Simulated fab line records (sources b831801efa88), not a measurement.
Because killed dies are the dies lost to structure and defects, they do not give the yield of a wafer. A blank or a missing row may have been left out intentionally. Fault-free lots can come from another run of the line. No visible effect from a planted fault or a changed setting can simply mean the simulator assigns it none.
fab line records -- flow sky130
record lots=12, wafers=36, lastDay=50
route steps=708 shown VT_ADJUST_HVTR@141 LDD_LDN@300 POLY_CUT@316 SD_N@349
lots that met no fault: taken from a fault-free run of the same line
startH: hours from the record's first day to the start of the lot's first wafer shown -- waitH: time in hours since the lot's previous step -- " same as the row above -- L1.1+2: several wafers, shown together as one row -- - no value, or no start given -- * or withheld: withheld -- < > ~ a bound
route shown NAME@n: names a module that has steps shown in the file, with the first one's number in the route -- usual: mean and standard deviation over wafers with no fault -- same: alike in all rows -- chamber/n: place in a boat -- sites: the reading at each site -- _std_site: standard deviation of those values -- _edge_site: inner sites' mean taken away from outer sites' mean -- radiusMm: how far each site lies from the wafer's centre -- mask NAME#n: copy n -- behind: the last tool/chamber to shape the wafer -- hold: the reason the lot was held/the length of the hold in hours/how it ended -- device: whichever transistor did not switch (one of n, p or np) -- end of line: tests of these same wafers at the route's end -- step lacking rows: just its recipe -- killed: at the first sort, the dies lost to defects and structure; wafer yield is something else -- map: per-die view of a wafer (x killed, . not killed, _ where there is no die)
set.NAME: the setting the step ran with; set.NAME@STEP: the setting that earlier step ran with -- model.NAME: the simulator's own value behind a step, which no gauge read
the route's steps for a sample of lots (tables are steps, rows are wafers)
services: from which hour (startH, from the record's first day; less than 0 if before it) a tool's chamber was out of use, for how many hours, and why
## steps
# step SKY_VT_ADJUST_HVTR_STRIP_10
# recipe chemistry=O2/N2, powerW=1400, pressureMtorr=1500, platenTempC=withheld, o2FlowSccm=3000, n2FlowSccm=300, overashFraction=0.5
# usual drypumpMotorCurrentA=6.0/0.43, oesProductAu=0.716/0.0044, stripTimeToEndpointS=14.17/0.037
lot.wafer,tool,chamber,startH,waitH,drypumpMotorCurrentA,oesProductAu,rfHoursCounterH,stripTimeToEndpointS
L507.4,plasmaAsher-03,1,200.34,0.1,5.8,0.721,-,14.21
L507.5,plasmaAsher-03,0,200.34,0.1,6.3,0.729,-,14.20
L507.6,plasmaAsher-03,1,200.34,0.1,5.7,0.722,-,14.23
L508.1,plasmaAsher-04,0,207.51,0.1,5.3,0.719,9,14.14
L508.2,plasmaAsher-04,1,207.51,0.1,6.6,0.725,9,14.15
L508.3,plasmaAsher-04,0,207.51,0.1,5.3,0.703,-,14.13
L509.2,plasmaAsher-02,1,213.51,0.1,5.6,0.713,53,14.14
L509.3,plasmaAsher-02,1,213.51,0.1,5.6,0.723,-,14.15
L509.6,plasmaAsher-02,0,213.51,0.1,5.9,0.707,-,14.10
L514.2,plasmaAsher-04,1,256.91,0.1,6.6,0.723,14,14.16
L514.5,plasmaAsher-04,0,256.91,0.1,5.3,0.711,-,14.18
L514.6,plasmaAsher-04,1,256.91,0.1,6.6,0.716,-,14.15
L515.3,plasmaAsher-03,1,265.60,0.1,5.7,0.714,-,14.10
L515.4,plasmaAsher-03,0,265.60,0.1,6.3,0.718,-,14.17
L515.6,plasmaAsher-03,1,265.60,0.1,5.7,0.726,-,14.16
L516.1,plasmaAsher-04,1,270.01,0.1,6.6,0.713,15,14.18
L516.5,plasmaAsher-04,1,270.01,0.1,6.7,0.719,-,14.19
L516.6,plasmaAsher-04,0,270.01,0.1,5.4,0.722,-,14.14
L523.1,plasmaAsher-02,0,318.07,0.1,5.9,0.723,62,14.17
L523.2,plasmaAsher-02,1,318.07,0.1,5.6,0.713,62,14.19
L523.6,plasmaAsher-02,1,318.07,0.1,5.6,0.713,-,14.15
L525.1,plasmaAsher-03,1,334.81,0.1,5.7,0.712,47,14.21
L525.2,plasmaAsher-03,0,334.81,0.1,6.3,0.715,47,14.19
L525.4,plasmaAsher-03,1,334.81,0.1,5.7,0.718,-,14.18
L526.1,plasmaAsher-03,1,339.51,0.1,5.7,0.706,48,14.19
L526.2,plasmaAsher-03,0,339.51,0.1,6.3,0.716,48,14.18
L526.6,plasmaAsher-03,0,339.51,0.1,6.3,0.719,-,14.19
L527.3,plasmaAsher-04,0,352.20,0.1,5.4,0.711,-,14.20
L527.4,plasmaAsher-04,1,352.20,0.1,6.6,0.720,-,14.19
L527.5,plasmaAsher-04,1,352.20,0.1,6.6,0.720,-,14.23
L528.3,plasmaAsher-03,1,358.95,0.1,5.7,0.712,-,14.29
L528.5,plasmaAsher-03,1,358.95,0.1,5.7,0.714,-,14.20
L528.6,plasmaAsher-03,0,358.95,0.1,6.3,0.714,-,14.20
L530.1,plasmaAsher-04,1,380.41,0.1,6.6,0.714,25,14.18
L530.5,plasmaAsher-04,0,380.41,0.1,5.3,0.718,-,14.21
L530.6,plasmaAsher-04,1,380.41,0.1,6.6,0.717,-,14.22
# step SKY_LDD_LDN_IMPLANT_11
# recipe species=As, energyKev=15, doseCm2=1.25e+13, tiltDeg=withheld, rotationDeg=293
# usual doseIonsCm2=1.2498e+13/1.4e+10, faradayCurrentUA=70.4/1.3
lot.wafer,tool,chamber,startH,waitH,doseIonsCm2,faradayCurrentUA
L507.4,implanter-03,0,525.64,0.1,1.25e+13,69.6
L507.5,implanter-03,0,525.64,0.1,1.2499e+13,71.4
L507.6,implanter-03,0,525.64,0.1,1.2514e+13,68.3
L509.2,implanter-01,0,538.24,0.1,1.2482e+13,71.4
L509.3,implanter-01,0,538.24,0.1,1.2495e+13,71.0
L509.6,implanter-01,0,538.24,0.1,1.2507e+13,69.5
L508.1,implanter-04,0,538.44,0.1,1.2478e+13,71.8
L508.2,implanter-04,0,538.44,0.1,1.2494e+13,70.6
L508.3,implanter-04,0,538.44,0.1,1.2485e+13,70.5
L514.2,implanter-03,0,592.97,0.1,1.2484e+13,69.9
L514.5,implanter-03,0,592.97,0.1,1.2501e+13,72.1
L514.6,implanter-03,0,592.97,0.1,1.2502e+13,71.4
L515.3,implanter-01,0,603.32,0.1,1.2522e+13,70.4
L515.4,implanter-01,0,603.32,0.1,1.2502e+13,71.2
L515.6,implanter-01,0,603.32,0.1,1.2475e+13,68.4
L516.1,implanter-03,0,603.87,0.1,1.2496e+13,72.4
L516.5,implanter-03,0,603.87,0.1,1.2498e+13,70.2
L516.6,implanter-03,0,603.87,0.1,1.2486e+13,69.1
L523.1,implanter-01,0,654.34,0.1,4.283e+12,24.0
L523.2,implanter-01,0,654.34,0.1,4.273e+12,24.2
L523.6,implanter-01,0,654.34,0.1,4.293e+12,24.0
L525.1,implanter-01,0,675.80,0.1,4.359e+12,23.7
L525.2,implanter-01,0,675.80,0.1,4.341e+12,24.5
L525.4,implanter-01,0,675.80,0.1,4.319e+12,24.1
L526.1,implanter-01,0,680.40,0.1,4.286e+12,24.6
L526.2,implanter-01,0,680.40,0.1,4.301e+12,25.1
L526.6,implanter-01,0,680.40,0.1,4.315e+12,24.9
L527.3,implanter-04,0,689.85,0.1,1.2486e+13,72.2
L527.4,implanter-04,0,689.85,0.1,1.2523e+13,69.7
L527.5,implanter-04,0,689.85,0.1,1.2482e+13,68.6
L528.3,implanter-04,0,702.59,0.1,1.2513e+13,71.4
L528.5,implanter-04,0,702.59,0.1,1.2512e+13,72.3
L528.6,implanter-04,0,702.59,0.1,1.2482e+13,68.9
L530.1,implanter-04,0,726.32,0.1,1.2492e+13,70.5
L530.5,implanter-04,0,726.32,0.1,1.2493e+13,73.0
L530.6,implanter-04,0,726.32,0.1,1.2494e+13,70.7
# step SKY_LDD_LDN_TW_MEAS_13
# usual LDD_LDN_TW=1478/9.5
lot.wafer,tool,chamber,startH,waitH,LDD_LDN_TW
L507.4,filmMetro-01,-,525.85,0.1,1469
L507.5,filmMetro-01,-,525.85,0.1,1468
L507.6,filmMetro-01,-,525.85,0.1,1473
L509.2,filmMetro-01,-,538.48,0.1,1481
L509.3,filmMetro-01,-,538.48,0.1,1483
L509.6,filmMetro-01,-,538.48,0.1,1470
L508.1,filmMetro-03,-,538.69,0.1,1494
L508.2,filmMetro-03,-,538.69,0.1,1489
L508.3,filmMetro-03,-,538.69,0.1,1499
L514.2,filmMetro-03,-,593.20,0.1,1486
L514.5,filmMetro-03,-,593.20,0.1,1488
L514.6,filmMetro-03,-,593.20,0.1,1491
L515.3,filmMetro-01,-,603.54,0.1,1492
L515.4,filmMetro-01,-,603.54,0.1,1488
L515.6,filmMetro-01,-,603.54,0.1,1489
L516.1,filmMetro-03,-,604.12,0.1,1481
L516.5,filmMetro-03,-,604.12,0.1,1483
L516.6,filmMetro-03,-,604.12,0.1,1486
L523.1,filmMetro-01,-,654.59,0.1,1394
L523.2,filmMetro-01,-,654.59,0.1,1394
L523.6,filmMetro-01,-,654.59,0.1,1395
L525.1,filmMetro-03,-,676.05,0.1,1410
L525.2,filmMetro-03,-,676.05,0.1,1413
L525.4,filmMetro-03,-,676.05,0.1,1422
L526.1,filmMetro-04,-,680.67,0.1,1390
L526.2,filmMetro-04,-,680.67,0.1,1386
L526.6,filmMetro-04,-,680.67,0.1,1398
L527.3,filmMetro-01,-,690.07,0.1,1476
L527.4,filmMetro-01,-,690.07,0.1,1475
L527.5,filmMetro-01,-,690.07,0.1,1476
L528.3,filmMetro-01,-,702.81,0.1,1478
L528.5,filmMetro-01,-,702.81,0.1,1481
L528.6,filmMetro-01,-,702.81,0.1,1484
L530.1,filmMetro-04,-,726.57,0.1,1455
L530.5,filmMetro-04,-,726.57,0.1,1465
L530.6,filmMetro-04,-,726.57,0.1,1457
# step SKY_POLY_CUT_OVL_MEAS_09
# usual POLY_CUT_OVL=0/6
lot.wafer,tool,chamber,startH,waitH,POLY_CUT_OVL[nm]
L507.4,overlay-01,-,556.89,0.1,-2
L507.5,overlay-01,-,556.89,0.1,-2
L507.6,overlay-01,-,556.89,0.1,7
L509.2,overlay-02,-,568.83,0.1,0
L509.3,overlay-02,-,568.83,0.1,-8
L509.6,overlay-02,-,568.83,0.1,-2
L508.1,overlay-01,-,569.97,0.1,-12
L508.2,overlay-01,-,569.97,0.1,-9
L508.3,overlay-01,-,569.97,0.1,-5
L514.2,overlay-01,-,625.59,0.1,0
L514.5,overlay-01,-,625.59,0.1,-5
L514.6,overlay-01,-,625.59,0.1,5
L515.3,overlay-01,-,634.89,0.1,1
L515.4,overlay-01,-,634.89,0.1,-1
L515.6,overlay-01,-,634.89,0.1,-1
L516.1,overlay-02,-,638.12,0.1,-12
L516.5,overlay-02,-,638.12,0.1,-4
L516.6,overlay-02,-,638.12,0.1,-2
L523.1,overlay-02,-,684.82,0.1,-6
L523.2,overlay-02,-,684.82,0.1,-3
L523.6,overlay-02,-,684.82,0.1,-8
L525.1,overlay-01,-,705.97,0.1,-2
L525.2,overlay-01,-,705.97,0.1,2
L525.4,overlay-01,-,705.97,0.1,-1
L526.1,overlay-01,-,710.77,0.1,9
L526.2,overlay-01,-,710.77,0.1,-3
L526.6,overlay-01,-,710.77,0.1,1
L527.3,overlay-01,-,720.39,0.1,4
L527.4,overlay-01,-,720.39,0.1,1
L527.5,overlay-01,-,720.39,0.1,7
L528.3,overlay-01,-,732.64,0.1,-1
L528.5,overlay-01,-,732.64,0.1,0
L528.6,overlay-01,-,732.64,0.1,-8
L530.1,overlay-02,-,757.08,0.1,3
L530.5,overlay-02,-,757.08,0.1,6
L530.6,overlay-02,-,757.08,0.1,3
# step SKY_SD_N_CD_MEAS_07
# recipe targetCdNm=380
# usual cdNm=380/3.3
lot.wafer,tool,chamber,startH,waitH,cdNm
L507.4,cdSem-01,-,645.52,0.1,382
L507.5,cdSem-01,-,645.52,0.1,382
L507.6,cdSem-01,-,645.52,0.1,382
L509.2,cdSem-02,-,657.23,0.1,388
L509.3,cdSem-02,-,657.23,0.1,386
L509.6,cdSem-02,-,657.23,0.1,388
L508.1,cdSem-01,-,658.73,0.1,375
L508.2,cdSem-01,-,658.73,0.1,376
L508.3,cdSem-01,-,658.73,0.1,375
L514.2,cdSem-02,-,711.35,0.1,375
L514.5,cdSem-02,-,711.35,0.1,378
L514.6,cdSem-02,-,711.35,0.1,379
L515.3,cdSem-01,-,721.25,0.1,379
L515.4,cdSem-01,-,721.25,0.1,377
L515.6,cdSem-01,-,721.25,0.1,378
L516.1,cdSem-01,-,725.02,0.1,381
L516.5,cdSem-01,-,725.02,0.1,382
L516.6,cdSem-01,-,725.02,0.1,383
L523.1,cdSem-01,-,768.03,0.1,385
L523.2,cdSem-01,-,768.03,0.1,384
L523.6,cdSem-01,-,768.03,0.1,382
L525.1,cdSem-02,-,788.86,0.1,376
L525.2,cdSem-02,-,788.86,0.1,376
L525.4,cdSem-02,-,788.86,0.1,377
L526.1,cdSem-02,-,795.21,0.2,383
L526.2,cdSem-02,-,795.21,0.2,384
L526.6,cdSem-02,-,795.21,0.2,384
L527.3,cdSem-01,-,802.74,0.1,380
L527.4,cdSem-01,-,802.74,0.1,380
L527.5,cdSem-01,-,802.74,0.1,381
L528.3,cdSem-02,-,814.42,0.1,382
L528.5,cdSem-02,-,814.42,0.1,381
L528.6,cdSem-02,-,814.42,0.1,383
L530.1,cdSem-02,-,837.75,0.1,383
L530.5,cdSem-02,-,837.75,0.1,385
L530.6,cdSem-02,-,837.75,0.1,385
## services
tool,chamber,startH,hours,kind
implanter-04,-,181.77,2.3,pm
plasmaAsher-04,-,203.41,2.8,pm
implanter-03,-,210.18,2.4,repair
implanter-04,-,240.53,5.9,repair
implanter-04,-,297.76,7.2,repair
implanter-01,-,303.03,3.8,repair
plasmaAsher-04,-,304.82,4.3,pm
implanter-01,-,325.97,4.4,pm
implanter-04,-,333.31,5.4,repair
implanter-04,-,347.69,2.1,repair
implanter-04,-,451.58,1.4,repair
plasmaAsher-04,-,479.01,18.1,repair
implanter-01,-,526.52,0.7,repair
implanter-03,-,534.47,3.8,pm
implanter-01,-,561.96,22.0,pm
implanter-04,-,567.32,5.9,pm
implanter-04,-,584.45,1.7,repair
implanter-04,-,618.39,2.8,pm
plasmaAsher-04,-,624.56,5.9,repair
plasmaAsher-04,-,653.97,2.2,repair
plasmaAsher-03,-,666.36,1.8,repair
implanter-01,-,700.44,1.3,repair
plasmaAsher-04,-,702.46,1.8,repair
implanter-01,-,706.41,3.0,repair
## key
firstSign step=SKY_LDD_LDN_IMPLANT_11, reading=doseIonsCm2, direction=down, sigmas=99+, usual=*, struck=*
effect step=SKY_LDD_LDN_IMPLANT_11, reading=faradayCurrentUA, direction=down, sigmas=35, usual=70.4, struck=24.3
effect step=SKY_LDD_LDN_TW_MEAS_13, reading=LDD_LDN_TW, direction=down, sigmas=8.2, usual=1478, struck=1400
metAt SKY_LDD_LDN_IMPLANT_11
struckLots L523,L525,L526
testerLeftOut L523,L525,L526
notActingAt SKY_VT_ADJUST_HVTR_STRIP_10,SKY_POLY_CUT_OVL_MEAS_09,SKY_SD_N_CD_MEAS_07
onsetBetween 603.32 654.34
fault kind=processParameterDrift, tool=implanter-01, chamber=-, onsetH=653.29, steps=SKY_LDD_LDN_IMPLANT_11, channel=doseCm2, offset=*, shape=step, endH=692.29, actsIn=*, stated=*
# testerLeftOut: of these lots the tester's yield and bins aren't shown, on N5 and GAA mostly nor the transistor test; their killed dies are dies lost to structure and defects alone, not to doping, threshold or leakage, so they don't give the yield
